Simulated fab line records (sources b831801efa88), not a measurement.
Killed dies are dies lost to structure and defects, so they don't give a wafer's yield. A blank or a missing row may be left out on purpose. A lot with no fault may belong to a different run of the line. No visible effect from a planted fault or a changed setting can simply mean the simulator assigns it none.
fab line records	flow gf180mcu	part 1 of 2: steps 1 to 25 of 34
record: lots: 5	wafers: 15	last_day: 34
route steps=602 shown STI@31 DNWELL@32 NWELL@42 LVPWELL@54
lots that met no fault: from a run of the same line without faults
start_h: the number of hours between the record's first day and the start of the first shown wafer of the lot	wait_h: time in hours since the lot's previous step	" repeats the value in the row above	L1.1+2: a row that stands for several wafers	- no value, or no start was given	* or withheld: withheld	< > ~ a bound
route shown NAME@n: names a module that has steps shown in the file, with the first one's number in the route	usual: mean/standard deviation taken from wafers without a fault	same: alike in all rows	chamber/n: place in a boat	sites: each site's reading	_std_site: the standard deviation of these	_edge_site: outer sites' mean less inner sites'	radius_mm: how far each site lies from the wafer's centre	mask NAME#n: copy n	behind: the most recent tool/chamber to have shaped the wafer	hold: what put the lot on hold/how long, in hours/how the hold closed	device: the transistor (n, p or np) that didn't switch	end of line: the tests these same wafers got at the end of their route	a step without rows: its recipe alone	killed: dies that structure and defects cost at the first sort, which is not the same as the wafer's yield	map: the dies of a wafer, with x for killed, . for not killed, _ for no die there
set.NAME: the setting that was run; set.NAME@STEP: the one run at that earlier step	model.NAME: the simulator's own value behind a step, which no gauge read
lots seen at some steps along the route; tables by step, rows by wafer
services: when a tool's chamber went out of use (start_h, in hours from the record's first day, below 0 if earlier), for how many hours, and the reason
== steps ==
step: GF_STI_THK_MEAS_30
recipe: reads: SiO2_of_STI_OXIDATION_29
usual: STI_OXIDATION_02_THK: 10.04/0.22
lot.wafer	tool	chamber	start_h	wait_h	STI_OXIDATION_02_THK[nm]
L076.1	film_metro-03	-	38.76	0.0	10.11
L076.4	"	-	"	"	9.83
L076.5	"	-	"	"	9.93
L093.2	film_metro-02	-	130.46	0.0	10.10
L093.3	"	-	"	"	10.07
L093.5	"	-	"	"	10.15
L094.2	film_metro-02	-	134.22	0.0	9.96
L094.3	"	-	"	"	10.10
L094.6	"	-	"	"	9.91
L095.2	film_metro-03	-	141.62	0.0	10.11
L095.5	"	-	"	"	10.33
L095.6	"	-	"	"	10.28
L097.2	film_metro-01	-	152.87	0.0	10.30
L097.3	"	-	"	"	10.22
L097.6	"	-	"	"	10.28
step: GF_DNWELL_DEHYDRATE_00
recipe: temp_c: 200	time_s: 60
usual: exhaust_pa: 45.1/0.9
lot.wafer	tool	chamber	start_h	wait_h	exhaust_pa
L076.1	litho_track-02	0	44.17	5.4	44.5
L076.4	"	0	"	"	44.6
L076.5	"	0	"	"	44.5
L093.2	litho_track-03	0	137.13	6.7	45.5
L093.3	"	0	"	"	44.5
L093.5	"	0	"	"	44.6
L094.2	litho_track-04	0	141.28	7.1	44.3
L094.3	"	0	"	"	44.9
L094.6	"	0	"	"	45.3
L095.2	litho_track-04	0	148.73	7.1	44.6
L095.5	"	0	"	"	45.3
L095.6	"	0	"	"	46.3
L097.2	litho_track-02	0	159.34	6.5	42.8
L097.3	"	0	"	"	43.0
L097.6	"	0	"	"	43.6
step: GF_DNWELL_HMDS_01
recipe: prime_time_s: 60	prime_temp_c: 120
usual: exhaust_pa: 45.0/0.89
lot.wafer	tool	chamber	start_h	wait_h	exhaust_pa
L076.1	litho_track-02	0	44.32	0.1	44.2
L076.4	"	0	"	"	45.7
L076.5	"	0	"	"	43.9
L093.2	litho_track-03	0	137.28	0.1	44.8
L093.3	"	0	"	"	44.4
L093.5	"	0	"	"	45.8
L094.2	litho_track-04	0	141.43	0.1	45.7
L094.3	"	0	"	"	45.0
L094.6	"	0	"	"	46.3
L095.2	litho_track-04	0	148.88	0.1	44.7
L095.5	"	0	"	"	44.1
L095.6	"	0	"	"	45.0
L097.2	litho_track-02	0	159.49	0.1	45.9
L097.3	"	0	"	"	47.0
L097.6	"	0	"	"	46.6
step: GF_DNWELL_COAT_02
recipe: spin_rpm: 2000	resist_thk_nm: 3000
usual: exhaust_pa: 45.1/0.91
lot.wafer	tool	chamber	start_h	wait_h	exhaust_pa
L076.1	litho_track-02	0	44.47	0.1	44.9
L076.4	"	0	"	"	45.1
L076.5	"	0	"	"	45.4
L093.2	litho_track-03	0	137.43	0.1	47.0
L093.3	"	0	"	"	46.4
L093.5	"	0	"	"	46.1
L094.2	litho_track-04	0	141.58	0.1	45.1
L094.3	"	0	"	"	45.0
L094.6	"	0	"	"	45.2
L095.2	litho_track-04	0	149.03	0.1	45.0
L095.5	"	0	"	"	44.2
L095.6	"	0	"	"	46.4
L097.2	litho_track-02	0	159.64	0.1	45.0
L097.3	"	0	"	"	43.7
L097.6	"	0	"	"	45.1
step: GF_DNWELL_SOFTBAKE_03
recipe: temp_c: 110	time_s: withheld
usual: exhaust_pa: 44.7/0.92
lot.wafer	tool	chamber	start_h	wait_h	exhaust_pa
L076.1	litho_track-02	0	44.62	0.1	44.8
L076.4	"	0	"	"	44.4
L076.5	"	0	"	"	45.8
L093.2	litho_track-03	0	137.59	0.1	43.0
L093.3	"	0	"	"	43.3
L093.5	"	0	"	"	43.6
L094.2	litho_track-04	0	141.74	0.1	44.6
L094.3	"	0	"	"	46.1
L094.6	"	0	"	"	45.2
L095.2	litho_track-04	0	149.19	0.1	42.1
L095.5	"	0	"	"	42.4
L095.6	"	0	"	"	43.1
L097.2	litho_track-02	0	159.80	0.1	45.4
L097.3	"	0	"	"	44.7
L097.6	"	0	"	"	45.2
step: GF_DNWELL_EXPOSE_04
recipe: mask_id: DNWELL	target_cd_nm: 1700	na: 0.6	source_shape: conventional	sigma_outer: 0.6	dose_mj: 260
lot.wafer	tool	chamber	start_h	wait_h	mask
L076.1+4+5	iline_stepper-01	0	-	-	DNWELL#0
L093.2+3+5	iline_stepper-01	0	-	-	DNWELL#0
L094.2+3+6	iline_stepper-01	0	-	-	DNWELL#0
L095.2+5+6	iline_stepper-01	0	-	-	DNWELL#0
L097.2+3+6	iline_stepper-01	0	-	-	DNWELL#0
step: GF_DNWELL_PEB_05
recipe: temp_c: 115	time_s: withheld
usual: exhaust_pa: 45.0/0.78
lot.wafer	tool	chamber	start_h	wait_h	exhaust_pa
L076.1	litho_track-03	0	-	-	44.3
L076.4	"	0	"	"	44.5
L076.5	"	0	"	"	44.7
L093.2	litho_track-03	0	-	-	44.4
L093.3	"	0	"	"	44.2
L093.5	"	0	"	"	44.2
L094.2	litho_track-04	0	-	-	47.2
L094.3	"	0	"	"	44.1
L094.6	"	0	"	"	45.9
L095.2	litho_track-04	0	-	-	45.0
L095.5	"	0	"	"	44.5
L095.6	"	0	"	"	44.4
L097.2	litho_track-02	0	-	-	45.2
L097.3	"	0	"	"	45.6
L097.6	"	0	"	"	46.2
step: GF_DNWELL_DEVELOP_06
recipe: wall_angle_deg: 90	develop_time_s: 60	dev_temp_c: 23
usual: exhaust_pa: 45.1/0.75
lot.wafer	tool	chamber	start_h	wait_h	exhaust_pa
L076.1	litho_track-03	0	-	-	44.4
L076.4	"	0	"	"	44.7
L076.5	"	0	"	"	43.4
L093.2	litho_track-03	0	-	-	45.7
L093.3	"	0	"	"	44.6
L093.5	"	0	"	"	44.9
L094.2	litho_track-04	0	-	-	45.4
L094.3	"	0	"	"	46.1
L094.6	"	0	"	"	44.2
L095.2	litho_track-04	0	-	-	44.9
L095.5	"	0	"	"	45.6
L095.6	"	0	"	"	46.4
L097.2	litho_track-02	0	-	-	44.6
L097.3	"	0	"	"	45.1
L097.6	"	0	"	"	44.5
step: GF_DNWELL_IMPLANT_07
recipe: species: P	energy_kev: 1500	dose_cm2: 1e+13	tilt_deg: 0
usual: beam_energy_keV: 1499.9/0.45	end_station_pressure_torr: 5.01e-06/2.6e-07
lot.wafer	tool	chamber	start_h	wait_h	beam_energy_keV	end_station_pressure_torr
L076.1	implanter-02	0	51.66	-	1499.8	4.66e-06
L076.4	"	0	"	"	1500.0	4.69e-06
L076.5	"	0	"	"	1499.6	5.46e-06
L093.2	implanter-04	0	145.38	-	1499.3	4.68e-06
L093.3	"	0	"	"	1499.8	5.53e-06
L093.5	"	0	"	"	1499.7	5.19e-06
L094.2	implanter-02	0	149.73	-	1499.4	5.24e-06
L094.3	"	0	"	"	1500.0	5.08e-06
L094.6	"	0	"	"	1500.4	4.85e-06
L095.2	implanter-04	0	156.78	-	1499.0	5.4e-06
L095.5	"	0	"	"	1499.4	4.98e-06
L095.6	"	0	"	"	1498.8	5.26e-06
L097.2	implanter-04	0	167.99	-	1499.2	5.26e-06
L097.3	"	0	"	"	1498.8	4.47e-06
L097.6	"	0	"	"	1498.8	4.97e-06
step: GF_DNWELL_STRIP_08
recipe: chemistry: O2/N2	power_w: 1400	pressure_mtorr: 1500	platen_temp_c: 250	o2_flow_sccm: 3000	n2_flow_sccm: 300	overash_fraction: 0.5
usual: chamber_pressure_mTorr: 1500.2/1.4	drypump_motor_current_A: 5.46/0.26	heater_power_w: 356/42	oes_product_au: 0.723/0.0047	platen_temp_c: 250.03/0.18	strip_time_to_endpoint_s: 36.96/0.1
lot.wafer	tool	chamber	start_h	wait_h	chamber_pressure_mTorr	drypump_motor_current_A	heater_power_w	oes_product_au	platen_temp_c	rf_hours_counter_h	strip_time_to_endpoint_s
L076.1	plasma_asher-01	0	51.81	0.1	1500.0	5.83	403	0.730	250.22	37	36.90
L076.4	"	1	"	"	1501.5	5.51	314	0.720	250.00	-	36.81
L076.5	"	0	"	"	1500.7	5.80	404	0.724	249.85	-	36.88
L093.2	plasma_asher-02	1	145.51	0.1	1500.8	5.75	414	0.727	249.90	3	37.02
L093.3	"	1	"	"	1501.5	5.75	424	0.725	250.06	-	37.16
L093.5	"	0	"	"	1501.7	5.46	335	0.723	250.13	-	36.97
L094.2	plasma_asher-03	0	149.86	0.1	1503.0	5.09	342	0.721	250.36	35	36.92
L094.3	"	1	"	"	1499.8	5.22	328	0.722	249.94	-	36.89
L094.6	"	1	"	"	1501.1	5.25	336	0.727	249.94	-	36.79
L095.2	plasma_asher-02	0	156.91	0.1	1499.8	5.50	335	0.727	249.96	4	37.13
L095.5	"	0	"	"	1500.8	5.49	336	0.726	250.10	-	36.99
L095.6	"	1	"	"	1501.5	5.73	423	0.729	249.79	-	37.19
L097.2	plasma_asher-02	0	168.12	0.1	1500.0	5.51	333	0.726	250.22	5	37.02
L097.3	"	1	"	"	1500.3	5.74	421	0.719	249.87	-	36.99
L097.6	"	0	"	"	1498.9	5.46	338	0.723	250.14	-	37.04
step: GF_DNWELL_TW_MEAS_09
usual: DNWELL_TW: 1351/15
lot.wafer	tool	chamber	start_h	wait_h	DNWELL_TW
L076.1	film_metro-02	-	51.91	0.1	1355
L076.4	"	-	"	"	1360
L076.5	"	-	"	"	1358
L093.2	film_metro-04	-	145.62	0.1	1362
L093.3	"	-	"	"	1362
L093.5	"	-	"	"	1359
L094.2	film_metro-03	-	149.97	0.1	1335
L094.3	"	-	"	"	1343
L094.6	"	-	"	"	1341
L095.2	film_metro-03	-	157.02	0.1	1327
L095.5	"	-	"	"	1330
L095.6	"	-	"	"	1327
L097.2	film_metro-03	-	168.23	0.1	1335
L097.3	"	-	"	"	1337
L097.6	"	-	"	"	1332
step: GF_NWELL_DEHYDRATE_00
recipe: temp_c: 200	time_s: 60
usual: exhaust_pa: 45.0/0.92
lot.wafer	tool	chamber	start_h	wait_h	exhaust_pa
L076.1	litho_track-02	0	57.72	5.8	44.5
L076.4	"	0	"	"	45.0
L076.5	"	0	"	"	45.2
L093.2	litho_track-01	0	152.12	6.5	44.9
L093.3	"	0	"	"	45.7
L093.5	"	0	"	"	46.6
L094.2	litho_track-01	0	156.97	7.0	47.7
L094.3	"	0	"	"	46.4
L094.6	"	0	"	"	45.3
L095.2	litho_track-01	0	164.22	7.2	45.9
L095.5	"	0	"	"	46.1
L095.6	"	0	"	"	44.8
L097.2	litho_track-01	0	175.97	7.7	46.5
L097.3	"	0	"	"	46.1
L097.6	"	0	"	"	46.1
step: GF_NWELL_HMDS_01
recipe: prime_time_s: 60	prime_temp_c: 120
usual: exhaust_pa: 45.0/1.1
lot.wafer	tool	chamber	start_h	wait_h	exhaust_pa
L076.1	litho_track-02	0	57.87	0.1	45.7
L076.4	"	0	"	"	45.4
L076.5	"	0	"	"	44.7
L093.2	litho_track-01	0	152.27	0.1	44.4
L093.3	"	0	"	"	45.3
L093.5	"	0	"	"	45.0
L094.2	litho_track-01	0	157.12	0.1	45.9
L094.3	"	0	"	"	47.2
L094.6	"	0	"	"	44.6
L095.2	litho_track-01	0	164.37	0.1	45.5
L095.5	"	0	"	"	43.9
L095.6	"	0	"	"	44.9
L097.2	litho_track-01	0	176.12	0.1	46.0
L097.3	"	0	"	"	45.1
L097.6	"	0	"	"	45.5
step: GF_NWELL_COAT_02
recipe: spin_rpm: 2000	resist_thk_nm: 3000
usual: exhaust_pa: 45.3/0.94
lot.wafer	tool	chamber	start_h	wait_h	exhaust_pa
L076.1	litho_track-02	0	58.02	0.1	44.9
L076.4	"	0	"	"	44.8
L076.5	"	0	"	"	45.7
L093.2	litho_track-01	0	152.42	0.1	44.9
L093.3	"	0	"	"	46.3
L093.5	"	0	"	"	46.7
L094.2	litho_track-01	0	157.27	0.1	46.3
L094.3	"	0	"	"	45.6
L094.6	"	0	"	"	46.0
L095.2	litho_track-01	0	164.52	0.1	45.4
L095.5	"	0	"	"	44.9
L095.6	"	0	"	"	45.2
L097.2	litho_track-01	0	176.27	0.1	45.5
L097.3	"	0	"	"	43.9
L097.6	"	0	"	"	44.2
step: GF_NWELL_SOFTBAKE_03
recipe: temp_c: 110	time_s: withheld
usual: exhaust_pa: 45.1/0.79
lot.wafer	tool	chamber	start_h	wait_h	exhaust_pa
L076.1	litho_track-02	0	58.17	0.1	43.5
L076.4	"	0	"	"	43.6
L076.5	"	0	"	"	44.9
L093.2	litho_track-01	0	152.57	0.1	46.3
L093.3	"	0	"	"	45.1
L093.5	"	0	"	"	45.8
L094.2	litho_track-01	0	157.42	0.1	45.9
L094.3	"	0	"	"	44.9
L094.6	"	0	"	"	45.9
L095.2	litho_track-01	0	164.67	0.1	42.4
L095.5	"	0	"	"	43.9
L095.6	"	0	"	"	45.3
L097.2	litho_track-01	0	176.42	0.1	44.7
L097.3	"	0	"	"	45.3
L097.6	"	0	"	"	44.6
step: GF_NWELL_EXPOSE_04
recipe: mask_id: Nwell	target_cd_nm: 860	na: 0.6	source_shape: conventional	sigma_outer: 0.6	dose_mj: 260
lot.wafer	tool	chamber	start_h	wait_h	mask
L076.1+4+5	iline_stepper-02	0	-	-	Nwell#0
L093.2+3+5	iline_stepper-01	0	-	-	Nwell#0
L094.2+3+6	iline_stepper-01	0	-	-	Nwell#0
L095.2+5+6	iline_stepper-01	0	-	-	Nwell#0
L097.2+3+6	iline_stepper-01	0	-	-	Nwell#0
step: GF_NWELL_PEB_05
recipe: temp_c: 115	time_s: withheld
usual: exhaust_pa: 44.7/0.94
lot.wafer	tool	chamber	start_h	wait_h	exhaust_pa
L076.1	litho_track-01	0	-	-	45.2
L076.4	"	0	"	"	44.5
L076.5	"	0	"	"	45.5
L093.2	litho_track-03	0	-	-	44.4
L093.3	"	0	"	"	44.3
L093.5	"	0	"	"	44.3
L094.2	litho_track-01	0	-	-	45.9
L094.3	"	0	"	"	45.5
L094.6	"	0	"	"	46.4
L095.2	litho_track-01	0	-	-	44.4
L095.5	"	0	"	"	43.8
L095.6	"	0	"	"	43.4
L097.2	litho_track-03	0	-	-	43.7
L097.3	"	0	"	"	44.4
L097.6	"	0	"	"	43.1
step: GF_NWELL_DEVELOP_06
recipe: wall_angle_deg: 90	develop_time_s: 60	dev_temp_c: 23
usual: exhaust_pa: 45.2/0.88
lot.wafer	tool	chamber	start_h	wait_h	exhaust_pa
L076.1	litho_track-01	0	-	-	45.0
L076.4	"	0	"	"	44.8
L076.5	"	0	"	"	44.9
L093.2	litho_track-03	0	-	-	45.8
L093.3	"	0	"	"	44.4
L093.5	"	0	"	"	46.9
L094.2	litho_track-01	0	-	-	44.5
L094.3	"	0	"	"	46.1
L094.6	"	0	"	"	44.6
L095.2	litho_track-01	0	-	-	45.8
L095.5	"	0	"	"	44.8
L095.6	"	0	"	"	45.0
L097.2	litho_track-03	0	-	-	45.8
L097.3	"	0	"	"	45.8
L097.6	"	0	"	"	46.6
step: GF_NWELL_OVL_MEAS_07
usual: NWELL_OVL: -0.5/1.7
lot.wafer	tool	chamber	start_h	wait_h	NWELL_OVL[nm]
L076.1	overlay-01	-	64.84	-	0.5
L076.4	"	-	"	"	1.2
L076.5	"	-	"	"	0.1
L093.2	overlay-01	-	159.26	-	1.2
L093.3	"	-	"	"	-1.7
L093.5	"	-	"	"	-0.1
L094.2	overlay-02	-	165.20	-	0.2
L094.3	"	-	"	"	-2.8
L094.6	"	-	"	"	-2.8
L095.2	overlay-02	-	172.25	-	0.9
L095.5	"	-	"	"	0.7
L095.6	"	-	"	"	-0.2
L097.2	overlay-01	-	184.21	-	-1.9
L097.3	"	-	"	"	-2.3
L097.6	"	-	"	"	-1.2
step: GF_NWELL_IMPLANT_08
recipe: species: P	energy_kev: 450	dose_cm2: 1.5e+13	tilt_deg: 0
usual: beam_energy_keV: 449.96/0.14	end_station_pressure_torr: 5.07e-06/2.7e-07
lot.wafer	tool	chamber	start_h	wait_h	beam_energy_keV	end_station_pressure_torr
L076.1	implanter-03	0	64.88	0.0	450.05	4.51e-06
L076.4	"	0	"	"	450.01	5e-06
L076.5	"	0	"	"	450.01	5.24e-06
L093.2	implanter-01	0	159.32	0.0	449.99	5.6e-06
L093.3	"	0	"	"	450.09	4.89e-06
L093.5	"	0	"	"	450.09	4.87e-06
L094.2	implanter-04	0	165.25	0.0	450.04	5.38e-06
L094.3	"	0	"	"	450.03	4.76e-06
L094.6	"	0	"	"	449.96	4.69e-06
L095.2	implanter-04	0	172.30	0.0	450.22	5.41e-06
L095.5	"	0	"	"	450.42	5.1e-06
L095.6	"	0	"	"	450.15	5e-06
L097.2	implanter-03	0	184.27	0.0	450.05	5.36e-06
L097.3	"	0	"	"	449.97	5.29e-06
L097.6	"	0	"	"	450.18	5.28e-06
step: GF_NWELL_IMPLANT_09
recipe: species: P	energy_kev: 160	dose_cm2: 4e+12	tilt_deg: 0
usual: beam_energy_keV: 160.01/0.05	end_station_pressure_torr: 5e-06/2.8e-07
lot.wafer	tool	chamber	start_h	wait_h	beam_energy_keV	end_station_pressure_torr
L076.1	implanter-03	0	65.03	0.1	160.08	4.73e-06
L076.4	"	0	"	"	160.02	5.2e-06
L076.5	"	0	"	"	160.03	5.19e-06
L093.2	implanter-01	0	159.47	0.1	160.00	5.02e-06
L093.3	"	0	"	"	160.02	5.22e-06
L093.5	"	0	"	"	160.08	4.94e-06
L094.2	implanter-04	0	165.40	0.1	160.05	4.66e-06
L094.3	"	0	"	"	160.07	5.56e-06
L094.6	"	0	"	"	160.01	5.25e-06
L095.2	implanter-04	0	172.45	0.1	159.96	4.87e-06
L095.5	"	0	"	"	159.97	5.41e-06
L095.6	"	0	"	"	159.94	4.55e-06
L097.2	implanter-03	0	184.42	0.1	160.06	4.72e-06
L097.3	"	0	"	"	160.01	4.89e-06
L097.6	"	0	"	"	159.99	4.74e-06
step: GF_NWELL_STRIP_10
recipe: chemistry: O2/N2	power_w: 1400	pressure_mtorr: 1500	platen_temp_c: 250	o2_flow_sccm: 3000	n2_flow_sccm: 300	overash_fraction: 0.5
usual: chamber_pressure_mTorr: 1500.0/1.2	drypump_motor_current_A: 5.8/0.45	heater_power_w: 346/48	oes_product_au: 0.722/0.0046	platen_temp_c: 249.97/0.2	strip_time_to_endpoint_s: 36.99/0.13
lot.wafer	tool	chamber	start_h	wait_h	chamber_pressure_mTorr	drypump_motor_current_A	heater_power_w	oes_product_au	platen_temp_c	rf_hours_counter_h	strip_time_to_endpoint_s
L076.1	plasma_asher-02	1	65.18	0.1	1501.4	5.7	430	0.723	249.98	43	37.04
L076.4	"	0	"	"	1499.5	5.5	321	0.718	249.73	-	37.04
L076.5	"	1	"	"	1502.1	5.7	442	0.726	250.02	-	36.95
L093.2	plasma_asher-04	1	159.59	0.1	1498.1	5.5	344	0.727	249.63	51	37.03
L093.3	"	0	"	"	1499.4	6.6	286	0.725	249.89	-	37.03
L093.5	"	0	"	"	1500.2	6.6	288	0.720	250.04	-	36.96
L094.2	plasma_asher-04	0	165.53	0.1	1501.4	6.6	292	0.721	250.20	52	36.86
L094.3	"	1	"	"	1498.2	5.5	354	0.727	250.18	-	36.84
L094.6	"	1	"	"	1499.2	5.5	362	0.708	250.05	-	36.88
L095.2	plasma_asher-02	0	172.58	0.1	1500.0	5.5	341	0.724	249.78	6	37.13
L095.5	"	1	"	"	1501.6	5.7	421	0.719	250.26	-	37.05
L095.6	"	0	"	"	1499.7	5.5	322	0.726	249.95	-	37.00
L097.2	plasma_asher-02	1	184.54	0.1	1500.5	5.7	423	0.731	250.17	7	36.99
L097.3	"	1	"	"	1498.1	5.7	420	0.719	250.05	-	37.02
L097.6	"	1	"	"	1498.0	5.7	424	0.716	249.95	-	37.02
step: GF_NWELL_TW_MEAS_11
usual: NWELL_TW: 1574/17
lot.wafer	tool	chamber	start_h	wait_h	NWELL_TW
L076.1	film_metro-03	-	65.28	0.1	1566
L076.4	"	-	"	"	1564
L076.5	"	-	"	"	1558
L093.2	film_metro-04	-	159.70	0.1	1586
L093.3	"	-	"	"	1581
L093.5	"	-	"	"	1579
L094.2	film_metro-01	-	165.64	0.1	1593
L094.3	"	-	"	"	1589
L094.6	"	-	"	"	1584
L095.2	film_metro-04	-	172.69	0.1	1585
L095.5	"	-	"	"	1586
L095.6	"	-	"	"	1576
L097.2	film_metro-03	-	184.65	0.1	1551
L097.3	"	-	"	"	1552
L097.6	"	-	"	"	1549
step: GF_LVPWELL_DEHYDRATE_00
recipe: temp_c: 200	time_s: 60
usual: exhaust_pa: 45.2/0.8
lot.wafer	tool	chamber	start_h	wait_h	exhaust_pa
L076.1	litho_track-03	0	71.31	6.0	43.7
L076.4	"	0	"	"	45.5
L076.5	"	0	"	"	44.2
L093.2	litho_track-01	0	167.37	7.7	44.0
L093.3	"	0	"	"	46.4
L093.5	"	0	"	"	45.5
L094.2	litho_track-03	0	172.98	7.3	46.1
L094.3	"	0	"	"	46.1
L094.6	"	0	"	"	46.1
L095.2	litho_track-01	0	180.32	7.6	44.0
L095.5	"	0	"	"	44.4
L095.6	"	0	"	"	45.2
L097.2	litho_track-01	0	193.12	8.5	45.7
L097.3	"	0	"	"	45.7
L097.6	"	0	"	"	45.7
step: GF_LVPWELL_HMDS_01
recipe: prime_time_s: 60	prime_temp_c: 120
usual: exhaust_pa: 44.8/0.83
lot.wafer	tool	chamber	start_h	wait_h	exhaust_pa
L076.1	litho_track-03	0	71.46	0.1	46.1
L076.4	"	0	"	"	44.9
L076.5	"	0	"	"	44.6
L093.2	litho_track-01	0	167.52	0.1	44.9
L093.3	"	0	"	"	44.2
L093.5	"	0	"	"	45.1
L094.2	litho_track-03	0	173.13	0.1	44.7
L094.3	"	0	"	"	45.3
L094.6	"	0	"	"	44.9
L095.2	litho_track-01	0	180.47	0.1	44.3
L095.5	"	0	"	"	43.7
L095.6	"	0	"	"	43.1
L097.2	litho_track-01	0	193.27	0.1	45.5
L097.3	"	0	"	"	44.7
L097.6	"	0	"	"	45.3
